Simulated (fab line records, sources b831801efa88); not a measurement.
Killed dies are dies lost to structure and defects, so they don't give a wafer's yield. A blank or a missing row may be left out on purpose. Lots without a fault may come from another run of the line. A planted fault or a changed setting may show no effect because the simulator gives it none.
Tool commonality check | flow gf180mcu | 15 lots, 57 wafers sampled

WHY IT WAS OPENED
At GF_NWELL_TW_MEAS_11 the reading NWELL_TW is flagged on 4 of 15 lots. Wafers without a fault read 1578, standard deviation 11.
Rule: a lot is flagged when every wafer of it that has a number lies more than 4 standard deviations from that mean, or none has a number. The other lots count as sound.

lot  | measured    | on            | NWELL_TW, wafer by wafer      | flag
L939 | day 3 13:30 | film_metro-04 | 1572 1585 1581                |
L940 | day 3 14:48 | film_metro-02 | 1577 1578 1573                |
L941 | day 3 19:11 | film_metro-02 | 1572 1589 1586                |
L942 | day 3 22:45 | film_metro-01 | 1581 1577 1580                |
L943 | day 4 04:29 | film_metro-04 | 1563 1572 1563                |
L944 | day 4 14:31 | film_metro-01 | 1593 1582 1590                |
L945 | day 4 22:12 | film_metro-01 | 1587 1574 1587                |
L946 | day 5 01:48 | film_metro-01 | 1575 1576 1578                |
L949 | day 5 19:17 | film_metro-02 | 1562 1580 1569                |
L950 | day 5 20:39 | film_metro-04 | 1589 1583 1582                |
L951 | day 6 00:57 | film_metro-02 | 1569 1563 1570                |
L955 | day 7 01:21 | film_metro-01 | 2439 2464 2425 2441 2452 2451 | FLAGGED
L954 | day 7 02:02 | film_metro-01 | 2439 2445 2453 2446 2441 2446 | FLAGGED
L956 | day 7 07:11 | film_metro-02 | 2415 2393 2401 2416 2405 2400 | FLAGGED
L957 | day 7 08:52 | film_metro-04 | 2418 2411 2416 2417 2405 2403 | FLAGGED
The numbers of the flagged lots are 2427 on average: +849 against the usual, or +77 standard deviations.

WHICH TOOL RAN EACH LOT
The record holds 1 process step before the reading, out of a route of 602 steps. In each cell: the tool, then ch and the chambers that the sampled wafers went through, then the start.
lot  | flag    | GF_NWELL_IMPLANT_08
L939 |         | implanter-02 ch 0, day 3 13:07
L940 |         | implanter-01 ch 0, day 3 14:24
L941 |         | implanter-03 ch 0, day 3 18:47
L942 |         | implanter-03 ch 0, day 3 22:21
L943 |         | implanter-02 ch 0, day 4 04:05
L944 |         | implanter-02 ch 0, day 4 14:08
L945 |         | implanter-03 ch 0, day 4 21:49
L946 |         | implanter-01 ch 0, day 5 01:24
L949 |         | implanter-01 ch 0, day 5 18:53
L950 |         | implanter-02 ch 0, day 5 20:16
L951 |         | implanter-02 ch 0, day 6 00:33
L955 | FLAGGED | implanter-02 ch 0, day 7 00:58
L954 | FLAGGED | implanter-02 ch 0, day 7 01:38
L956 | FLAGGED | implanter-01 ch 0, day 7 06:48
L957 | FLAGGED | implanter-01 ch 0, day 7 08:29
What these steps do:
- GF_NWELL_IMPLANT_08
- GF_NWELL_TW_MEAS_11

FLAGGED OVER TOTAL, TOOL BY TOOL (the gauges that took the reading come last)
step                | tool          | lots run | flagged | share of the flagged lots | sound lots run after its first flagged lot
GF_NWELL_IMPLANT_08 | implanter-01  | 5        | 2       | some                      | 0
GF_NWELL_IMPLANT_08 | implanter-02  | 7        | 2       | some                      | 0
GF_NWELL_IMPLANT_08 | implanter-03  | 3        | 0       | none                      | -
GF_NWELL_TW_MEAS_11 | film_metro-01 | 6        | 2       | some                      | 0
GF_NWELL_TW_MEAS_11 | film_metro-02 | 5        | 1       | some                      | 0
GF_NWELL_TW_MEAS_11 | film_metro-04 | 4        | 1       | some                      | 0

WHAT THE TABLE ALLOWS
No row of the table ran every flagged lot.

WHAT THE SIMULATOR HAD PUT IN
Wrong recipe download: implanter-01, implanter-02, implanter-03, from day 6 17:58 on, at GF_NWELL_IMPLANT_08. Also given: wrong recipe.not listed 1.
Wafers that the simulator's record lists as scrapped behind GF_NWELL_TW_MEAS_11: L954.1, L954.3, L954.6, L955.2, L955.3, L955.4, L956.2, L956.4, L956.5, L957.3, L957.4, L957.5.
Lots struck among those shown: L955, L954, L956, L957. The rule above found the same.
